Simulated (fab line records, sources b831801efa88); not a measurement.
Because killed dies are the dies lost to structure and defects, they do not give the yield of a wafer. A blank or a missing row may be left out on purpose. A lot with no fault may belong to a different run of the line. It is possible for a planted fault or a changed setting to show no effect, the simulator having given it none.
fab line records	flow sky130
record lots=24	wafers=72	last_day=50
route steps=708 shown LI_CONTACT@364 VIA1@461 METAL2@499
lots untouched by any fault: they come from a run of this same line in which no faults occurred
start_h: start of the lot's first displayed wafer, in hours after the record's first day	wait_h: how many hours have passed since the lot's step before this one	" same as the row above	L1.1+2: one row covering several wafers at once	- no value, or no start was given	* or withheld: withheld	< > ~ a bound
route shown NAME@n: a module of which the file shows steps, and the number in the route of the first	usual: mean and standard deviation over wafers with no fault	same: alike in all rows	chamber/n: place in a boat	sites: per-site readings	_std_site: standard deviation of those values	_edge_site: outer sites' mean less inner sites'	radius_mm: for every site, how far away it sits from the centre of the wafer	mask NAME#n: copy n	behind: tool/chamber where the wafer was last shaped	hold: why the lot was held/for how many hours/how that ended	device: names the non-switching transistor (n, p or np)	end of line: the tests these same wafers got at the end of their route	a step with no rows: only its recipe	killed: the dies lost at the first sort to structure and to defects; this is not the yield of the wafer	map: the dies of a wafer, with x for killed, . for not killed, _ for no die there
set.NAME: the setting the step ran with; set.NAME@STEP: the setting that earlier step ran with	model.NAME: the simulator's own value behind a step, which no gauge read
steps of the route over a sample of lots; a table a step, a row a wafer
services: the hour from which a tool's chamber was out of use, counted from the record's first day as start_h (under 0 if before that day), plus the number of hours and why
## steps
# step SKY_LI_CONTACT_CMP_02
# recipe material=PSG	down_force_psi=4	platen_rpm=60	pad_velocity_m_s=0.94248
# usual motor_current_A=11.9/1.5	time_to_endpoint_s=32.3/2.3
lot.wafer	tool	chamber	start_h	wait_h	motor_current_A	time_to_endpoint_s
L074.2	cmp-02	0	645.62	0.1	11.4	29.4
L074.5	"	3	"	"	10.8	30.7
L074.6	"	0	"	"	12.3	31.5
L075.2	cmp-01	3	655.45	0.1	12.2	32.0
L075.3	"	1	"	"	12.9	29.8
L075.6	"	2	"	"	13.1	31.4
L076.3	cmp-02	0	687.85	0.0	11.1	32.1
L076.1	"	2	"	"	12.2	30.1
L076.6	"	0	"	"	11.6	32.9
L077.2	cmp-02	0	691.32	0.1	12.3	37.2
L077.4	"	2	"	"	12.2	34.6
L077.5	"	3	"	"	11.4	38.5
L079.2	cmp-01	0	692.55	0.1	14.2	30.8
L079.4	"	1	"	"	13.2	30.8
L079.1	"	2	"	"	13.3	31.7
L080.2	cmp-02	2	692.66	0.1	12.0	36.1
L080.1	"	0	"	"	11.7	33.1
L080.5	"	2	"	"	12.0	33.9
L078.2	cmp-01	3	692.80	0.1	12.1	31.4
L078.1	"	1	"	"	12.4	29.8
L078.4	"	2	"	"	12.8	29.5
L081.3	cmp-02	2	699.80	0.0	11.9	33.5
L081.1	"	3	"	"	10.9	36.7
L081.4	"	1	"	"	9.2	35.2
L082.1	cmp-02	1	710.73	0.1	9.3	33.2
L082.5	"	3	"	"	10.9	33.3
L082.6	"	0	"	"	12.2	30.7
L083.2	cmp-01	3	719.40	0.0	11.8	33.6
L083.6	"	3	"	"	12.4	32.9
L083.5	"	0	"	"	13.8	32.6
L085.4	cmp-01	3	732.10	0.1	12.0	33.6
L085.6	"	1	"	"	12.4	36.6
L085.5	"	2	"	"	12.8	29.4
L084.4	cmp-02	0	732.31	0.0	12.6	34.4
L084.1	"	1	"	"	8.8	38.1
L084.5	"	0	"	"	12.5	31.6
L086.4	cmp-01	0	745.82	0.3	14.3	30.5
L086.3	"	1	"	"	12.7	31.4
L086.1	"	2	"	"	12.9	29.5
L089.4	cmp-02	3	779.14	0.0	10.7	33.3
L089.2	"	0	"	"	12.5	35.2
L089.3	"	1	"	"	9.3	31.5
L087.3	cmp-01	2	779.39	0.0	12.7	29.9
L087.4	"	3	"	"	12.1	31.6
L087.1	"	1	"	"	13.0	31.1
L088.4	cmp-02	0	781.20	0.0	12.3	29.2
L088.3	"	2	"	"	12.1	29.8
L088.5	"	1	"	"	8.9	30.8
L090.2	cmp-02	2	782.50	0.1	12.0	33.4
L090.4	"	3	"	"	10.8	35.6
L090.3	"	0	"	"	11.9	33.8
L091.4	cmp-01	1	785.09	0.1	12.6	33.2
L091.5	"	3	"	"	13.0	32.3
L091.6	"	0	"	"	13.8	33.9
L092.3	cmp-01	1	789.04	0.1	13.1	30.8
L092.4	"	3	"	"	12.8	33.4
L092.6	"	1	"	"	12.8	29.6
L093.4	cmp-01	1	792.37	0.0	12.2	33.2
L093.3	"	3	"	"	12.1	34.9
L093.5	"	1	"	"	12.4	34.0
L094.3	cmp-02	3	800.94	0.0	11.4	34.4
L094.2	"	1	"	"	9.4	36.4
L094.6	"	3	"	"	11.2	32.2
L095.3	cmp-02	2	811.46	0.3	12.3	30.7
L095.2	"	3	"	"	11.1	30.5
L095.6	"	2	"	"	12.3	29.6
L096.4	cmp-02	0	817.65	0.2	12.4	30.5
L096.5	"	1	"	"	9.0	31.5
L096.6	"	2	"	"	12.2	30.6
L097.1	cmp-02	0	821.74	0.1	12.3	33.2
L097.3	"	1	"	"	9.4	33.3
L097.4	"	2	"	"	11.5	30.6
# step SKY_VIA1_BOW_MEAS_03
# recipe mode=bow
# usual VIA1_BOW=79/7.5
lot.wafer	tool	chamber	start_h	wait_h	VIA1_BOW[um]
L074.2	film_metro-03	-	763.70	0.3	82
L074.5	"	-	"	"	92
L074.6	"	-	"	"	79
L075.2	film_metro-03	-	771.37	0.2	76
L075.3	"	-	"	"	76
L075.6	"	-	"	"	82
L076.1	film_metro-03	-	803.57	0.1	78
L076.3	"	-	"	"	74
L076.6	"	-	"	"	66
L077.2	film_metro-03	-	806.96	0.1	96
L077.4	"	-	"	"	84
L077.5	"	-	"	"	88
L079.1	film_metro-03	-	809.45	0.2	83
L079.2	"	-	"	"	84
L079.4	"	-	"	"	81
L078.1	film_metro-03	-	810.38	0.2	75
L078.2	"	-	"	"	84
L078.4	"	-	"	"	74
L080.1	film_metro-02	-	810.52	0.1	89
L080.2	"	-	"	"	73
L080.5	"	-	"	"	76
L081.1	film_metro-03	-	814.62	0.2	86
L081.3	"	-	"	"	89
L081.4	"	-	"	"	83
L082.1	film_metro-02	-	826.27	0.1	82
L082.5	"	-	"	"	86
L082.6	"	-	"	"	81
L083.2	film_metro-02	-	835.34	0.2	85
L083.5	"	-	"	"	89
L083.6	"	-	"	"	71
L085.4	film_metro-02	-	847.37	0.3	81
L085.5	"	-	"	"	75
L085.6	"	-	"	"	78
L084.1	film_metro-03	-	848.12	0.2	67
L084.4	"	-	"	"	77
L084.5	"	-	"	"	93
L086.1	film_metro-03	-	860.47	0.2	74
L086.3	"	-	"	"	71
L086.4	"	-	"	"	68
L089.2	film_metro-01	-	890.38	0.2	78
L089.3	"	-	"	"	74
L089.4	"	-	"	"	75
L087.1	film_metro-01	-	891.48	0.2	82
L087.3	"	-	"	"	78
L087.4	"	-	"	"	80
L088.3	film_metro-02	-	891.98	0.2	83
L088.4	"	-	"	"	70
L088.5	"	-	"	"	80
L090.2	film_metro-01	-	894.47	0.2	83
L090.3	"	-	"	"	85
L090.4	"	-	"	"	91
L091.4	film_metro-03	-	897.48	0.3	74
L091.5	"	-	"	"	85
L091.6	"	-	"	"	76
L092.3	film_metro-03	-	900.90	0.3	62
L092.4	"	-	"	"	72
L092.6	"	-	"	"	70
L093.3	film_metro-01	-	903.33	0.3	77
L093.4	"	-	"	"	83
L093.5	"	-	"	"	73
L094.2	film_metro-02	-	917.50	0.1	68
L094.3	"	-	"	"	87
L094.6	"	-	"	"	84
L095.2	film_metro-03	-	921.79	0.3	83
L095.3	"	-	"	"	86
L095.6	"	-	"	"	85
L096.4	film_metro-02	-	925.23	0.3	82
L096.5	"	-	"	"	89
L096.6	"	-	"	"	82
L097.1	film_metro-01	-	929.64	0.1	85
L097.3	"	-	"	"	67
L097.4	"	-	"	"	85
# step SKY_VIA1_STRIP_16
# recipe chemistry=O2/N2	power_w=1400	pressure_mtorr=1500	platen_temp_c=withheld	o2_flow_sccm=3000	n2_flow_sccm=300	overash_fraction=0.5
# usual chamber_pressure_mTorr=1499.9/1.5	drypump_motor_current_A=5.6/0.37	oes_product_au=0.413/0.0047	strip_time_to_endpoint_s=4.381/0.02
# same overash_fraction=0.5
lot.wafer	tool	chamber	start_h	wait_h	chamber_pressure_mTorr	drypump_motor_current_A	oes_product_au	rf_hours_counter_h	strip_time_to_endpoint_s
L074.2	plasma_asher-01	0	790.41	0.0	1502.2	5.1	0.408	94	4.403
L074.5	"	1	"	"	1498.1	5.1	0.415	-	4.393
L074.6	"	0	"	"	1499.9	5.1	0.422	-	4.391
L075.2	plasma_asher-03	0	798.14	0.0	1503.0	5.8	0.410	70	4.366
L075.3	"	1	"	"	1499.3	5.4	0.420	-	4.351
L075.6	"	0	"	"	1498.4	5.8	0.407	-	4.358
L076.1	plasma_asher-02	0	830.75	0.0	1500.4	5.7	0.416	38	4.393
L076.3	"	0	"	"	1500.3	5.7	0.420	-	4.393
L076.6	"	1	"	"	1499.1	6.2	0.418	-	4.410
L077.2	plasma_asher-01	0	833.55	0.0	1499.9	5.1	0.409	99	4.381
L077.4	"	1	"	"	1499.4	5.2	0.412	-	4.383
L077.5	"	1	"	"	1498.3	5.2	0.413	-	4.359
L079.1	plasma_asher-02	1	835.73	0.0	1499.3	6.2	0.415	39	4.379
L079.2	"	0	"	"	1500.4	5.7	0.414	39	4.391
L079.4	"	1	"	"	1501.1	6.1	0.416	-	4.406
L078.1	plasma_asher-01	0	836.08	0.0	1500.4	5.1	0.407	99	4.347
L078.2	"	1	"	"	1501.9	5.1	0.407	99	4.366
L078.4	"	0	"	"	1500.1	5.1	0.415	-	4.315
L080.1	plasma_asher-02	0	837.34	0.0	1501.4	5.7	0.406	39	4.416
L080.2	"	1	"	"	1500.6	6.1	0.417	39	4.398
L080.5	"	0	"	"	1499.2	5.7	0.418	-	4.374
L081.1	plasma_asher-02	0	841.69	0.0	1499.0	5.7	0.409	39	4.352
L081.3	"	0	"	"	1499.8	5.7	0.422	-	4.368
L081.4	"	1	"	"	1500.9	6.1	0.403	-	4.378
L082.1	plasma_asher-02	0	853.05	0.0	1499.8	5.7	0.408	41	4.383
L082.5	"	1	"	"	1500.3	6.1	0.404	-	4.400
L082.6	"	0	"	"	1501.9	5.7	0.411	-	4.378
L083.2	plasma_asher-02	0	861.31	0.0	1497.5	5.7	0.408	41	4.367
L083.5	"	1	"	"	1500.0	6.2	0.412	-	4.375
L083.6	"	0	"	"	1499.5	5.7	0.417	-	4.365
L085.4	plasma_asher-03	0	872.82	0.1	1501.5	5.8	0.406	-	4.376
L085.5	"	0	"	"	1497.5	5.8	0.415	-	4.381
L085.6	"	1	"	"	1500.5	5.4	0.414	-	4.360
L084.1	plasma_asher-03	1	874.05	0.0	1500.2	5.4	0.414	77	4.358
L084.4	"	0	"	"	1499.4	5.8	0.401	-	4.359
L084.5	"	0	"	"	1498.3	5.8	0.415	-	4.336
L086.1	plasma_asher-02	1	886.60	0.0	1498.8	6.1	0.416	44	4.421
L086.3	"	0	"	"	1499.1	5.7	0.411	-	4.411
L086.4	"	1	"	"	1500.8	6.1	0.414	-	4.394
L089.2	plasma_asher-02	1	915.95	0.0	1500.1	6.1	0.415	47	4.388
L089.3	"	1	"	"	1500.2	6.1	0.416	-	4.375
L089.4	"	0	"	"	1501.0	5.7	0.421	-	4.387
L087.1	plasma_asher-03	1	916.90	0.0	1499.1	5.4	0.415	81	4.374
L087.3	"	1	"	"	1498.6	5.4	0.410	-	4.399
L087.4	"	0	"	"	1499.5	5.8	0.410	-	4.391
L088.3	plasma_asher-02	1	917.37	0.1	1499.7	6.2	0.411	-	4.374
L088.4	"	0	"	"	1500.2	5.7	0.411	-	4.396
L088.5	"	0	"	"	1498.5	5.7	0.421	-	4.386
L090.2	plasma_asher-02	0	919.96	0.0	1500.7	5.7	0.412	48	4.376
L090.3	"	0	"	"	1501.6	5.7	0.411	-	4.377
L090.4	"	1	"	"	1498.8	6.1	0.414	-	4.373
L091.4	plasma_asher-01	0	922.02	0.0	1501.7	5.1	0.411	-	4.370
L091.5	"	1	"	"	1499.0	5.1	0.423	-	4.368
L091.6	"	0	"	"	1498.7	5.1	0.415	-	4.385
L092.3	plasma_asher-01	1	925.04	0.1	1499.4	5.1	0.419	-	4.394
L092.4	"	0	"	"	1498.5	5.1	0.413	-	4.395
L092.6	"	0	"	"	1497.7	5.1	0.411	-	4.386
L093.3	plasma_asher-03	1	926.57	0.1	1500.3	5.4	0.408	-	4.377
L093.4	"	0	"	"	1501.6	5.8	0.418	-	4.396
L093.5	"	0	"	"	1499.0	5.8	0.413	-	4.360
L094.2	plasma_asher-03	0	941.84	0.0	1497.4	5.8	0.412	84	4.414
L094.3	"	0	"	"	1502.1	5.8	0.409	-	4.401
L094.6	"	1	"	"	1501.7	5.4	0.407	-	4.376
L095.2	plasma_asher-02	0	946.69	0.0	1497.3	5.7	0.417	50	4.407
L095.3	"	0	"	"	1498.9	5.7	0.415	-	4.380
L095.6	"	1	"	"	1499.4	6.1	0.413	-	4.391
L096.4	plasma_asher-01	0	949.89	0.1	1499.1	5.1	0.420	-	4.359
L096.5	"	0	"	"	1500.0	5.1	0.407	-	4.365
L096.6	"	1	"	"	1500.2	5.1	0.403	-	4.354
L097.1	plasma_asher-02	0	953.64	0.0	1500.1	5.7	0.414	51	4.414
L097.3	"	0	"	"	1497.9	5.7	0.414	-	4.391
L097.4	"	1	"	"	1499.4	6.1	0.412	-	4.378
# step SKY_VIA1_SPUTTER_20
# recipe material=TiN	target_thk_nm=20	chamber_pressure_pa=5	power_w=4000	time_s=80
# usual throttle_valve_pct=30.0/0.89
lot.wafer	tool	chamber	start_h	wait_h	throttle_valve_pct
L074.2	pvd_sputter-01	-	791.43	0.0	28.5
L074.5	"	-	"	"	30.0
L074.6	"	-	"	"	29.2
L075.2	pvd_sputter-04	-	798.73	0.0	29.5
L075.3	"	-	"	"	29.2
L075.6	"	-	"	"	28.9
L076.1	pvd_sputter-01	-	831.37	0.0	28.6
L076.3	"	-	"	"	31.6
L076.6	"	-	"	"	31.1
L077.2	pvd_sputter-03	-	834.14	0.0	30.6
L077.4	"	-	"	"	32.0
L077.5	"	-	"	"	32.4
L079.1	pvd_sputter-04	-	836.33	0.0	29.7
L079.2	"	-	"	"	29.2
L079.4	"	-	"	"	28.9
L078.1	pvd_sputter-03	-	836.72	0.0	32.2
L078.2	"	-	"	"	30.5
L078.4	"	-	"	"	30.0
L080.1	pvd_sputter-04	-	838.02	0.0	29.6
L080.2	"	-	"	"	29.1
L080.5	"	-	"	"	29.7
L081.1	pvd_sputter-04	-	842.63	0.0	29.3
L081.3	"	-	"	"	29.3
L081.4	"	-	"	"	30.1
L082.1	pvd_sputter-04	-	853.64	0.0	29.4
L082.5	"	-	"	"	29.3
L082.6	"	-	"	"	30.1
L083.2	pvd_sputter-01	-	861.90	0.0	30.1
L083.5	"	-	"	"	29.6
L083.6	"	-	"	"	28.8
L085.4	pvd_sputter-03	-	873.49	0.0	30.5
L085.5	"	-	"	"	30.4
L085.6	"	-	"	"	29.7
L084.1	pvd_sputter-01	-	874.75	0.0	29.1
L084.4	"	-	"	"	31.1
L084.5	"	-	"	"	28.8
L086.1	pvd_sputter-03	-	887.23	0.0	30.8
L086.3	"	-	"	"	30.7
L086.4	"	-	"	"	32.1
L089.2	pvd_sputter-01	-	916.61	0.0	29.0
L089.3	"	-	"	"	29.0
L089.4	"	-	"	"	31.3
L087.1	pvd_sputter-03	-	917.55	0.0	29.9
L087.3	"	-	"	"	30.6
L087.4	"	-	"	"	30.5
L088.3	pvd_sputter-04	-	918.00	0.0	29.4
L088.4	"	-	"	"	29.1
L088.5	"	-	"	"	29.7
L090.2	pvd_sputter-03	-	920.56	0.0	30.0
L090.3	"	-	"	"	30.5
L090.4	"	-	"	"	30.5
L091.4	pvd_sputter-01	-	922.58	0.0	31.1
L091.5	"	-	"	"	28.9
L091.6	"	-	"	"	31.3
L092.3	pvd_sputter-01	-	925.60	0.0	29.7
L092.4	"	-	"	"	31.3
L092.6	"	-	"	"	28.8
L093.3	pvd_sputter-04	-	927.19	0.0	30.2
L093.4	"	-	"	"	29.2
L093.5	"	-	"	"	29.2
L094.2	pvd_sputter-04	-	942.52	0.0	30.2
L094.3	"	-	"	"	29.1
L094.6	"	-	"	"	29.7
L095.2	pvd_sputter-03	-	947.28	0.0	30.3
L095.3	"	-	"	"	29.8
L095.6	"	-	"	"	30.8
L096.4	pvd_sputter-04	-	950.85	0.0	29.7
L096.5	"	-	"	"	30.4
L096.6	"	-	"	"	29.4
L097.1	pvd_sputter-03	-	954.23	0.0	30.0
L097.3	"	-	"	"	30.5
L097.4	"	-	"	"	32.4
# step SKY_VIA1_RS_MEAS_22
# recipe thk_meas_gauge=four-point-probe	reads=W_of_VIA1_CVD_21+TiN_of_VIA1_SPUTTER_20
# usual VIA1_W_RS=0.425/0.0045
lot.wafer	tool	chamber	start_h	wait_h	VIA1_W_RS[ohm/sq]
L074.2	film_metro-02	-	791.60	0.1	0.421
L074.5	"	-	"	"	0.421
L074.6	"	-	"	"	0.418
L075.2	film_metro-03	-	798.90	0.1	0.427
L075.3	"	-	"	"	0.430
L075.6	"	-	"	"	0.425
L076.1	film_metro-02	-	831.52	0.1	0.430
L076.3	"	-	"	"	0.432
L076.6	"	-	"	"	0.432
L077.2	film_metro-02	-	834.31	0.1	0.428
L077.4	"	-	"	"	0.426
L077.5	"	-	"	"	0.426
L079.1	film_metro-03	-	836.48	0.1	0.424
L079.2	"	-	"	"	0.423
L079.4	"	-	"	"	0.424
L078.1	film_metro-03	-	836.87	0.1	0.436
L078.2	"	-	"	"	0.434
L078.4	"	-	"	"	0.426
L080.1	film_metro-01	-	838.17	0.1	0.435
L080.2	"	-	"	"	0.433
L080.5	"	-	"	"	0.425
L081.1	film_metro-03	-	842.78	0.1	0.424
L081.3	"	-	"	"	0.428
L081.4	"	-	"	"	0.427
L082.1	film_metro-01	-	853.80	0.1	0.424
L082.5	"	-	"	"	0.421
L082.6	"	-	"	"	0.426
L083.2	film_metro-03	-	862.07	0.1	0.430
L083.5	"	-	"	"	0.423
L083.6	"	-	"	"	0.430
L085.4	film_metro-03	-	873.70	0.1	0.431
L085.5	"	-	"	"	0.424
L085.6	"	-	"	"	0.425
L084.1	film_metro-03	-	874.90	0.1	0.422
L084.4	"	-	"	"	0.420
L084.5	"	-	"	"	0.420
L086.1	film_metro-02	-	887.39	0.1	0.430
L086.3	"	-	"	"	0.429
L086.4	"	-	"	"	0.419
L089.2	film_metro-03	-	916.78	0.1	0.427
L089.3	"	-	"	"	0.428
L089.4	"	-	"	"	0.422
L087.1	film_metro-01	-	917.71	0.1	0.425
L087.3	"	-	"	"	0.421
L087.4	"	-	"	"	0.421
L088.3	film_metro-03	-	918.19	0.1	0.429
L088.4	"	-	"	"	0.423
L088.5	"	-	"	"	0.423
L090.2	film_metro-02	-	920.73	0.1	0.423
L090.3	"	-	"	"	0.423
L090.4	"	-	"	"	0.421
L091.4	film_metro-03	-	922.79	0.1	0.425
L091.5	"	-	"	"	0.425
L091.6	"	-	"	"	0.420
L092.3	film_metro-01	-	925.79	0.1	0.427
L092.4	"	-	"	"	0.427
L092.6	"	-	"	"	0.429
L093.3	film_metro-02	-	927.39	0.1	0.431
L093.4	"	-	"	"	0.429
L093.5	"	-	"	"	0.434
L094.2	film_metro-02	-	942.69	0.1	0.422
L094.3	"	-	"	"	0.422
L094.6	"	-	"	"	0.425
L095.2	film_metro-02	-	947.45	0.1	0.428
L095.3	"	-	"	"	0.425
L095.6	"	-	"	"	0.428
L096.4	film_metro-01	-	951.06	0.1	0.423
L096.5	"	-	"	"	0.420
L096.6	"	-	"	"	0.424
L097.1	film_metro-01	-	954.38	0.1	0.418
L097.3	"	-	"	"	0.421
L097.4	"	-	"	"	0.419
# step SKY_METAL2_OVL_MEAS_16
# usual METAL2_OVL=2/6.5
lot.wafer	tool	chamber	start_h	wait_h	METAL2_OVL[nm]
L074.2	overlay-01	-	819.59	0.1	6
L074.5	"	-	"	"	3
L074.6	"	-	"	"	2
L075.2	overlay-01	-	826.98	0.1	0
L075.3	"	-	"	"	6
L075.6	"	-	"	"	5
L076.1	overlay-02	-	858.22	0.1	11
L076.3	"	-	"	"	10
L076.6	"	-	"	"	14
L077.2	overlay-02	-	860.33	0.1	-3
L077.4	"	-	"	"	-1
L077.5	"	-	"	"	-4
L079.1	overlay-02	-	863.13	0.1	-4
L079.2	"	-	"	"	2
L079.4	"	-	"	"	3
L078.1	overlay-01	-	863.77	0.1	-9
L078.2	"	-	"	"	-2
L078.4	"	-	"	"	-5
L080.1	overlay-02	-	864.12	0.1	-2
L080.2	"	-	"	"	-5
L080.5	"	-	"	"	2
L081.1	overlay-02	-	869.53	0.1	7
L081.3	"	-	"	"	-1
L081.4	"	-	"	"	-5
L082.1	overlay-01	-	884.42	0.1	0
L082.5	"	-	"	"	6
L082.6	"	-	"	"	-2
L083.2	overlay-01	-	888.79	0.1	-8
L083.5	"	-	"	"	-2
L083.6	"	-	"	"	-2
L085.4	overlay-02	-	899.94	0.1	-5
L085.5	"	-	"	"	-7
L085.6	"	-	"	"	1
L084.1	overlay-02	-	900.94	0.1	-5
L084.4	"	-	"	"	-2
L084.5	"	-	"	"	-4
L086.1	overlay-01	-	913.24	0.1	6
L086.3	"	-	"	"	-1
L086.4	"	-	"	"	4
L089.2	overlay-02	-	943.54	0.1	-7
L089.3	"	-	"	"	-5
L089.4	"	-	"	"	-1
L087.1	overlay-01	-	944.53	0.1	6
L087.3	"	-	"	"	1
L087.4	"	-	"	"	7
L088.3	overlay-02	-	944.89	0.1	-8
L088.4	"	-	"	"	-3
L088.5	"	-	"	"	-8
L090.2	overlay-01	-	946.48	0.1	14
L090.3	"	-	"	"	7
L090.4	"	-	"	"	7
L091.4	overlay-02	-	947.99	0.1	-1
L091.5	"	-	"	"	-2
L091.6	"	-	"	"	-5
L092.3	overlay-02	-	950.44	0.1	3
L092.4	"	-	"	"	-4
L092.6	"	-	"	"	4
L093.3	overlay-01	-	952.75	0.1	15
L093.4	"	-	"	"	17
L093.5	"	-	"	"	20
L094.2	overlay-02	-	967.39	0.1	3
L094.3	"	-	"	"	9
L094.6	"	-	"	"	5
L095.2	overlay-01	-	972.99	0.1	5
L095.3	"	-	"	"	3
L095.6	"	-	"	"	1
L096.4	overlay-02	-	976.51	0.1	8
L096.5	"	-	"	"	-1
L096.6	"	-	"	"	11
L097.1	overlay-01	-	979.57	0.1	3
L097.3	"	-	"	"	10
L097.4	"	-	"	"	12
## services
tool	chamber	start_h	hours	kind
cmp-02	-	632.36	0.9	repair
pvd_sputter-03	-	635.54	0.5	repair
cmp-01	-	653.76	0.9	repair
cmp-01	-	661.36	1.1	repair
cmp-02	-	662.78	0.5	repair
plasma_asher-02	-	665.99	4.9	repair
cmp-02	-	725.42	5.1	repair
cmp-02	-	734.24	1.9	repair
cmp-02	-	741.98	1.1	repair
cmp-02	-	744.04	4.0	pm
cmp-01	-	756.99	2.0	repair
cmp-02	-	758.24	1.5	repair
cmp-01	-	784.01	0.5	repair
cmp-02	-	804.84	2.1	repair
cmp-01	-	813.77	5.3	pm
cmp-02	-	822.81	1.1	repair
cmp-02	-	841.62	5.5	pm
cmp-02	-	852.76	5.0	pm
cmp-01	-	853.94	19.0	repair
cmp-01	-	874.53	2.1	repair
cmp-01	-	883.12	1.7	repair
pvd_sputter-04	-	905.74	6.3	repair
cmp-02	-	908.84	17.1	pm
cmp-01	-	912.28	4.0	pm
## key
fault none
